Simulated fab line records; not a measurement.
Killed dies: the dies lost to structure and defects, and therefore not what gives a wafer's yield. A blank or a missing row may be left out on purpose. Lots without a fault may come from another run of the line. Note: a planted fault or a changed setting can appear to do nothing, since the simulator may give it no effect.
The tool behind it: which one? / flow sfq line / 42 wafers from 14 lots sampled at 6 of the route's 325 steps

== WHAT EACH GAUGE READ, for each wafer ==
The record lacks any reading of a measuring or inspecting step that a usual standard deviation could be used to judge.

== WHICH TOOL RAN EACH LOT (tool, then ch and the chambers of the sampled wafers, then the start) ==
lot=L511; SFQ_TRILAYER_L0_BARC_OPEN_METAL_ETCH_010=rie metal-02 ch 0,1, day 4 17:31; SFQ_TRILAYER_I1_METRO_MEASURE_047=film metro-01, day 24 02:24; SFQ_TRILAYER_I3_CMP_CMP_082=cmp-02 ch 1,2,3, day 38 18:32; SFQ_TRILAYER_I3_METRO_MEASURE_083=film metro-01, day 38 20:39; SFQ_TRILAYER_I3_VIA_ETCH_VIA_ETCH_088=rie diel-03 ch 0,1,2, day 43 23:21; SFQ_TRILAYER_I4_DEP_PECVD_099=pecvd-03 ch 0,2, day 48 20:26
lot=L512; SFQ_TRILAYER_L0_BARC_OPEN_METAL_ETCH_010=rie metal-03 ch 0,1, day 5 01:55; SFQ_TRILAYER_I1_METRO_MEASURE_047=film metro-01, day 24 17:35; SFQ_TRILAYER_I3_CMP_CMP_082=cmp-02 ch 0,1,2, day 44 09:04; SFQ_TRILAYER_I3_METRO_MEASURE_083=film metro-04, day 44 11:11; SFQ_TRILAYER_I3_VIA_ETCH_VIA_ETCH_088=rie diel-04 ch 1,2, day 49 01:56; SFQ_TRILAYER_I4_DEP_PECVD_099=pecvd-04 ch 0,1, day 53 09:35
lot=L513; SFQ_TRILAYER_L0_BARC_OPEN_METAL_ETCH_010=rie metal-04 ch 1, day 5 10:27; SFQ_TRILAYER_I1_METRO_MEASURE_047=film metro-04, day 24 22:48; SFQ_TRILAYER_I3_CMP_CMP_082=cmp-02 ch 0,1,2, day 44 11:34; SFQ_TRILAYER_I3_METRO_MEASURE_083=film metro-04, day 44 14:11; SFQ_TRILAYER_I3_VIA_ETCH_VIA_ETCH_088=rie diel-04 ch 0,1,2, day 49 04:20; SFQ_TRILAYER_I4_DEP_PECVD_099=pecvd-03 ch 0,1, day 53 11:59
lot=L514; SFQ_TRILAYER_L0_BARC_OPEN_METAL_ETCH_010=rie metal-04 ch 0, day 5 22:02; SFQ_TRILAYER_I1_METRO_MEASURE_047=film metro-02, day 25 01:11; SFQ_TRILAYER_I3_CMP_CMP_082=cmp-01 ch 0,1,3, day 44 21:01; SFQ_TRILAYER_I3_METRO_MEASURE_083=film metro-02, day 44 23:32; SFQ_TRILAYER_I3_VIA_ETCH_VIA_ETCH_088=rie diel-03 ch 0,2, day 49 10:20; SFQ_TRILAYER_I4_DEP_PECVD_099=pecvd-01 ch 0,1, day 53 20:23
lot=L515; SFQ_TRILAYER_L0_BARC_OPEN_METAL_ETCH_010=rie metal-03 ch 0,1, day 6 05:12; SFQ_TRILAYER_I1_METRO_MEASURE_047=film metro-04, day 25 09:52; SFQ_TRILAYER_I3_CMP_CMP_082=cmp-01 ch 0,1,3, day 44 23:31; SFQ_TRILAYER_I3_METRO_MEASURE_083=film metro-01, day 45 02:08; SFQ_TRILAYER_I3_VIA_ETCH_VIA_ETCH_088=rie diel-04 ch 0,2,3, day 49 12:44; SFQ_TRILAYER_I4_DEP_PECVD_099=pecvd-04 ch 0,1,2, day 53 21:51
lot=L516; SFQ_TRILAYER_L0_BARC_OPEN_METAL_ETCH_010=rie metal-02 ch 0,1, day 6 11:20; SFQ_TRILAYER_I1_METRO_MEASURE_047=film metro-01, day 26 16:24; SFQ_TRILAYER_I3_CMP_CMP_082=cmp-02 ch 0,1,3, day 45 05:34; SFQ_TRILAYER_I3_METRO_MEASURE_083=film metro-01, day 45 08:11; SFQ_TRILAYER_I3_VIA_ETCH_VIA_ETCH_088=rie diel-04 ch 0,1,3, day 49 18:44; SFQ_TRILAYER_I4_DEP_PECVD_099=pecvd-01 ch 0,1, day 54 06:15
lot=L522; SFQ_TRILAYER_L0_BARC_OPEN_METAL_ETCH_010=rie metal-02 ch 0,1, day 7 11:20; SFQ_TRILAYER_I1_METRO_MEASURE_047=film metro-01, day 28 14:18; SFQ_TRILAYER_I3_CMP_CMP_082=cmp-01 ch 0,1,2, day 46 21:31; SFQ_TRILAYER_I3_METRO_MEASURE_083=film metro-04, day 46 23:20; SFQ_TRILAYER_I3_VIA_ETCH_VIA_ETCH_088=rie diel-03 ch 2,3, day 51 05:05; SFQ_TRILAYER_I4_DEP_PECVD_099=pecvd-04 ch 0,1, day 55 22:55
lot=L526; SFQ_TRILAYER_L0_BARC_OPEN_METAL_ETCH_010=rie metal-02 ch 0,1, day 8 13:27; SFQ_TRILAYER_I1_METRO_MEASURE_047=film metro-02, day 29 13:16; SFQ_TRILAYER_I3_CMP_CMP_082=cmp-02 ch 1,2, day 47 09:04; SFQ_TRILAYER_I3_METRO_MEASURE_083=film metro-04, day 47 12:11; SFQ_TRILAYER_I3_VIA_ETCH_VIA_ETCH_088=rie diel-02 ch 2,3, day 52 04:06; SFQ_TRILAYER_I4_DEP_PECVD_099=pecvd-01 ch 0,2, day 56 21:43
lot=L527; SFQ_TRILAYER_L0_BARC_OPEN_METAL_ETCH_010=rie metal-02 ch 0,1, day 8 19:27; SFQ_TRILAYER_I1_METRO_MEASURE_047=film metro-02, day 30 03:27; SFQ_TRILAYER_I3_CMP_CMP_082=cmp-02 ch 1,2,3, day 47 21:04; SFQ_TRILAYER_I3_METRO_MEASURE_083=film metro-02, day 48 00:11; SFQ_TRILAYER_I3_VIA_ETCH_VIA_ETCH_088=rie diel-02 ch 1,2, day 52 16:40; SFQ_TRILAYER_I4_DEP_PECVD_099=pecvd-01 ch 0,1,2, day 57 14:38
lot=L529; SFQ_TRILAYER_L0_BARC_OPEN_METAL_ETCH_010=rie metal-02 ch 0,1, day 9 07:28; SFQ_TRILAYER_I1_METRO_MEASURE_047=film metro-04, day 31 11:34; SFQ_TRILAYER_I3_CMP_CMP_082=cmp-02 ch 0,1,2, day 52 00:05; SFQ_TRILAYER_I3_METRO_MEASURE_083=film metro-02, day 52 02:25; SFQ_TRILAYER_I3_VIA_ETCH_VIA_ETCH_088=rie diel-02 ch 0,2,3, day 56 18:24; SFQ_TRILAYER_I4_DEP_PECVD_099=pecvd-01 ch 0,1, day 60 20:28
lot=L530; SFQ_TRILAYER_L0_BARC_OPEN_METAL_ETCH_010=rie metal-02 ch 0,1, day 9 08:40; SFQ_TRILAYER_I1_METRO_MEASURE_047=film metro-02, day 31 17:22; SFQ_TRILAYER_I3_CMP_CMP_082=cmp-01 ch 1,2,3, day 52 06:47; SFQ_TRILAYER_I3_METRO_MEASURE_083=film metro-01, day 52 09:25; SFQ_TRILAYER_I3_VIA_ETCH_VIA_ETCH_088=rie diel-02 ch 2,3, day 57 04:00; SFQ_TRILAYER_I4_DEP_PECVD_099=pecvd-04 ch 1,2, day 61 03:40
lot=L531; SFQ_TRILAYER_L0_BARC_OPEN_METAL_ETCH_010=rie metal-03 ch 0,1, day 9 09:52; SFQ_TRILAYER_I1_METRO_MEASURE_047=film metro-02, day 31 23:34; SFQ_TRILAYER_I3_CMP_CMP_082=cmp-01 ch 1,2, day 52 13:59; SFQ_TRILAYER_I3_METRO_MEASURE_083=film metro-01, day 52 16:49; SFQ_TRILAYER_I3_VIA_ETCH_VIA_ETCH_088=rie diel-02 ch 1,3, day 57 12:31; SFQ_TRILAYER_I4_DEP_PECVD_099=pecvd-01 ch 0,1,2, day 61 15:40
lot=L532; SFQ_TRILAYER_L0_BARC_OPEN_METAL_ETCH_010=rie metal-02 ch 0,1, day 9 11:29; SFQ_TRILAYER_I1_METRO_MEASURE_047=film metro-02, day 32 05:22; SFQ_TRILAYER_I3_CMP_CMP_082=cmp-02 ch 0,2,3, day 52 22:47; SFQ_TRILAYER_I3_METRO_MEASURE_083=film metro-02, day 53 00:25; SFQ_TRILAYER_I3_VIA_ETCH_VIA_ETCH_088=rie diel-02 ch 2,3, day 57 19:51; SFQ_TRILAYER_I4_DEP_PECVD_099=pecvd-01 ch 0,1,2, day 62 00:04
lot=L533; SFQ_TRILAYER_L0_BARC_OPEN_METAL_ETCH_010=rie metal-04 ch 0,1, day 9 12:16; SFQ_TRILAYER_I1_METRO_MEASURE_047=film metro-01, day 32 12:16; SFQ_TRILAYER_I3_CMP_CMP_082=cmp-02 ch 1,2, day 53 00:47; SFQ_TRILAYER_I3_METRO_MEASURE_083=film metro-04, day 53 03:25; SFQ_TRILAYER_I3_VIA_ETCH_VIA_ETCH_088=rie diel-03 ch 0,2,3, day 57 22:15; SFQ_TRILAYER_I4_DEP_PECVD_099=pecvd-03 ch 0,1, day 62 04:59
- SFQ_TRILAYER_L0_BARC_OPEN_METAL_ETCH_010: etches BARC in O2, target depth 125 nm, time 41.7 s.
- SFQ_TRILAYER_I1_METRO_MEASURE_047
- SFQ_TRILAYER_I3_CMP_CMP_082: polishes SiO2.
- SFQ_TRILAYER_I3_METRO_MEASURE_083
- SFQ_TRILAYER_I3_VIA_ETCH_VIA_ETCH_088: etches SiO2 in CHF3, stops on Nb, target depth 260 nm.
- SFQ_TRILAYER_I4_DEP_PECVD_099: deposits SiO2 from SiH4/N2O, time 111.11 s, target thk 500 nm.

== WHAT THE TOOLS THEMSELVES READ (means of the sampled wafers that have a number; where no wafer has one, the mark that the record gives instead) ==
SFQ_TRILAYER_L0_BARC_OPEN_METAL_ETCH_010.
lot=L511; tool=rie metal-02; chamber pressure mTorr (mTorr)=9.993; drypump motor current A (A)=5.3; oes product au (a.u.)=0.687
lot=L512; tool=rie metal-03; chamber pressure mTorr (mTorr)=10.006; drypump motor current A (A)=6.3; oes product au (a.u.)=0.682
lot=L513; tool=rie metal-04; chamber pressure mTorr (mTorr)=9.997; drypump motor current A (A)=6.0; oes product au (a.u.)=0.685
lot=L514; tool=rie metal-04; chamber pressure mTorr (mTorr)=10.006; drypump motor current A (A)=5.8; oes product au (a.u.)=0.686
lot=L515; tool=rie metal-03; chamber pressure mTorr (mTorr)=9.995; drypump motor current A (A)=6.1; oes product au (a.u.)=0.689
lot=L516; tool=rie metal-02; chamber pressure mTorr (mTorr)=9.994; drypump motor current A (A)=5.3; oes product au (a.u.)=0.691
lot=L522; tool=rie metal-02; chamber pressure mTorr (mTorr)=10.007; drypump motor current A (A)=5.3; oes product au (a.u.)=0.688
lot=L526; tool=rie metal-02; chamber pressure mTorr (mTorr)=9.999; drypump motor current A (A)=5.3; oes product au (a.u.)=0.685
lot=L527; tool=rie metal-02; chamber pressure mTorr (mTorr)=10.005; drypump motor current A (A)=5.3; oes product au (a.u.)=0.688
lot=L529; tool=rie metal-02; chamber pressure mTorr (mTorr)=10.002; drypump motor current A (A)=5.3; oes product au (a.u.)=0.681
lot=L530; tool=rie metal-02; chamber pressure mTorr (mTorr)=10.006; drypump motor current A (A)=5.2; oes product au (a.u.)=0.684
lot=L531; tool=rie metal-03; chamber pressure mTorr (mTorr)=9.997; drypump motor current A (A)=6.1; oes product au (a.u.)=0.689
lot=L532; tool=rie metal-02; chamber pressure mTorr (mTorr)=10.005; drypump motor current A (A)=5.2; oes product au (a.u.)=0.690
lot=L533; tool=rie metal-04; chamber pressure mTorr (mTorr)=9.997; drypump motor current A (A)=5.9; oes product au (a.u.)=0.686

SFQ_TRILAYER_I1_METRO_MEASURE_047.
lot=L511; tool=film metro-01; thk nm (nm)=201.4
lot=L512; tool=film metro-01; thk nm (nm)=199.7
lot=L513; tool=film metro-04; thk nm (nm)=198.4
lot=L514; tool=film metro-02; thk nm (nm)=200.2
lot=L515; tool=film metro-04; thk nm (nm)=200.3
lot=L516; tool=film metro-01; thk nm (nm)=200.0
lot=L522; tool=film metro-01; thk nm (nm)=199.7
lot=L526; tool=film metro-02; thk nm (nm)=198.6
lot=L527; tool=film metro-02; thk nm (nm)=199.3
lot=L529; tool=film metro-04; thk nm (nm)=200.2
lot=L530; tool=film metro-02; thk nm (nm)=200.4
lot=L531; tool=film metro-02; thk nm (nm)=199.2
lot=L532; tool=film metro-02; thk nm (nm)=197.2
lot=L533; tool=film metro-01; thk nm (nm)=199.3

SFQ_TRILAYER_I3_CMP_CMP_082.
lot=L511; tool=cmp-02; motor current A (A)=9.6; time to endpoint s (s)=213
lot=L512; tool=cmp-02; motor current A (A)=9.6; time to endpoint s (s)=221
lot=L513; tool=cmp-02; motor current A (A)=9.8; time to endpoint s (s)=224
lot=L514; tool=cmp-01; motor current A (A)=9.9; time to endpoint s (s)=219
lot=L515; tool=cmp-01; motor current A (A)=10.0; time to endpoint s (s)=228
lot=L516; tool=cmp-02; motor current A (A)=9.7; time to endpoint s (s)=222
lot=L522; tool=cmp-01; motor current A (A)=9.7; time to endpoint s (s)=219
lot=L526; tool=cmp-02; motor current A (A)=9.8; time to endpoint s (s)=259
lot=L527; tool=cmp-02; motor current A (A)=9.5; time to endpoint s (s)=241
lot=L529; tool=cmp-02; motor current A (A)=9.5; time to endpoint s (s)=220
lot=L530; tool=cmp-01; motor current A (A)=10.6; time to endpoint s (s)=217
lot=L531; tool=cmp-01; motor current A (A)=10.2; time to endpoint s (s)=212
lot=L532; tool=cmp-02; motor current A (A)=10.4; time to endpoint s (s)=211
lot=L533; tool=cmp-02; motor current A (A)=9.6; time to endpoint s (s)=215

SFQ_TRILAYER_I3_METRO_MEASURE_083.
lot=L511; tool=film metro-01; thk nm (nm)=199.6
lot=L512; tool=film metro-04; thk nm (nm)=201.8
lot=L513; tool=film metro-04; thk nm (nm)=200.2
lot=L514; tool=film metro-02; thk nm (nm)=201.2
lot=L515; tool=film metro-01; thk nm (nm)=200.5
lot=L516; tool=film metro-01; thk nm (nm)=200.1
lot=L522; tool=film metro-04; thk nm (nm)=199.1
lot=L526; tool=film metro-04; thk nm (nm)=271.2
lot=L527; tool=film metro-02; thk nm (nm)=236.5
lot=L529; tool=film metro-02; thk nm (nm)=200.1
lot=L530; tool=film metro-01; thk nm (nm)=198.7
lot=L531; tool=film metro-01; thk nm (nm)=198.9
lot=L532; tool=film metro-02; thk nm (nm)=200.0
lot=L533; tool=film metro-04; thk nm (nm)=199.2

SFQ_TRILAYER_I3_VIA_ETCH_VIA_ETCH_088.
lot=L511; tool=rie diel-03; chamber pressure mTorr (mTorr)=29.977; drypump motor current A (A)=6.1; oes product au (a.u.)=0.851
lot=L512; tool=rie diel-04; chamber pressure mTorr (mTorr)=30.019; drypump motor current A (A)=6.3; oes product au (a.u.)=0.857
lot=L513; tool=rie diel-04; chamber pressure mTorr (mTorr)=29.999; drypump motor current A (A)=5.7; oes product au (a.u.)=0.854
lot=L514; tool=rie diel-03; chamber pressure mTorr (mTorr)=30.024; drypump motor current A (A)=5.9; oes product au (a.u.)=0.860
lot=L515; tool=rie diel-04; chamber pressure mTorr (mTorr)=30.011; drypump motor current A (A)=5.5; oes product au (a.u.)=0.855
lot=L516; tool=rie diel-04; chamber pressure mTorr (mTorr)=30.016; drypump motor current A (A)=5.8; oes product au (a.u.)=0.853
lot=L522; tool=rie diel-03; chamber pressure mTorr (mTorr)=29.989; drypump motor current A (A)=6.3; oes product au (a.u.)=0.856
lot=L526; tool=rie diel-02; chamber pressure mTorr (mTorr)=30.026; drypump motor current A (A)=6.3; oes product au (a.u.)=0.950
lot=L527; tool=rie diel-02; chamber pressure mTorr (mTorr)=30.001; drypump motor current A (A)=5.5; oes product au (a.u.)=0.905
lot=L529; tool=rie diel-02; chamber pressure mTorr (mTorr)=29.974; drypump motor current A (A)=6.2; oes product au (a.u.)=0.853
lot=L530; tool=rie diel-02; chamber pressure mTorr (mTorr)=30.002; drypump motor current A (A)=6.3; oes product au (a.u.)=0.853
lot=L531; tool=rie diel-02; chamber pressure mTorr (mTorr)=30.027; drypump motor current A (A)=5.9; oes product au (a.u.)=0.851
lot=L532; tool=rie diel-02; chamber pressure mTorr (mTorr)=30.012; drypump motor current A (A)=6.3; oes product au (a.u.)=0.857
lot=L533; tool=rie diel-03; chamber pressure mTorr (mTorr)=29.996; drypump motor current A (A)=6.1; oes product au (a.u.)=0.852

SFQ_TRILAYER_I4_DEP_PECVD_099.
lot=L511; tool=pecvd-03; chamber pressure Torr (Torr)=2.402; heater power w (W)=78; throttle valve pct (%)=24.1
lot=L512; tool=pecvd-04; chamber pressure Torr (Torr)=2.399; heater power w (W)=76; throttle valve pct (%)=24.7
lot=L513; tool=pecvd-03; chamber pressure Torr (Torr)=2.397; heater power w (W)=86; throttle valve pct (%)=24.9
lot=L514; tool=pecvd-01; chamber pressure Torr (Torr)=2.402; heater power w (W)=77; throttle valve pct (%)=24.6
lot=L515; tool=pecvd-04; chamber pressure Torr (Torr)=2.402; heater power w (W)=78; throttle valve pct (%)=24.5
lot=L516; tool=pecvd-01; chamber pressure Torr (Torr)=2.397; heater power w (W)=78; throttle valve pct (%)=25.0
lot=L522; tool=pecvd-04; chamber pressure Torr (Torr)=2.401; heater power w (W)=70; throttle valve pct (%)=25.1
lot=L526; tool=pecvd-01; chamber pressure Torr (Torr)=2.401; heater power w (W)=82; throttle valve pct (%)=22.5
lot=L527; tool=pecvd-01; chamber pressure Torr (Torr)=2.397; heater power w (W)=76; throttle valve pct (%)=22.7
lot=L529; tool=pecvd-01; chamber pressure Torr (Torr)=2.391; heater power w (W)=70; throttle valve pct (%)=23.1
lot=L530; tool=pecvd-04; chamber pressure Torr (Torr)=2.401; heater power w (W)=72; throttle valve pct (%)=25.1
lot=L531; tool=pecvd-01; chamber pressure Torr (Torr)=2.401; heater power w (W)=79; throttle valve pct (%)=22.9
lot=L532; tool=pecvd-01; chamber pressure Torr (Torr)=2.399; heater power w (W)=78; throttle valve pct (%)=23.1
lot=L533; tool=pecvd-03; chamber pressure Torr (Torr)=2.405; heater power w (W)=84; throttle valve pct (%)=26.6

== THE ANSWER, worked out from the rows above alone ==
Rule: the lots themselves supply what counts as usual. The widest of any qualifying gaps counts: lots, ordered by their means at a reading, are off when they make up no more than a third of the lots, leave a main group of 4 or more, and stand apart from it by 3 or more times the standard deviation of that group's means. Not used: any main group whose means are identical at the precision the tables above print for the reading. Also off: a lot with no number at a reading for which 4 or more lots have one. Any other lot the step has rows for is counted as sound. After the gauges, taken in route order, come the tools' own readings; for these a lot's mean is taken, as printed above. The first step at which some lot is off is used, and at that step the reading that is off furthest; a lot without a number counts as furthest.
Off: L526, L527, at SFQ_TRILAYER_I3_METRO_MEASURE_083 (thk nm). Main group: mean 199.9 nm, sd 0.89.
If a tool, at that step or one of the process steps before it, ran each lot that is off and ran no sound lot following the first of them, it fits. Not one of the candidates tried fits.

== WHAT HAD BEEN PUT IN BY THE SIMULATOR ==
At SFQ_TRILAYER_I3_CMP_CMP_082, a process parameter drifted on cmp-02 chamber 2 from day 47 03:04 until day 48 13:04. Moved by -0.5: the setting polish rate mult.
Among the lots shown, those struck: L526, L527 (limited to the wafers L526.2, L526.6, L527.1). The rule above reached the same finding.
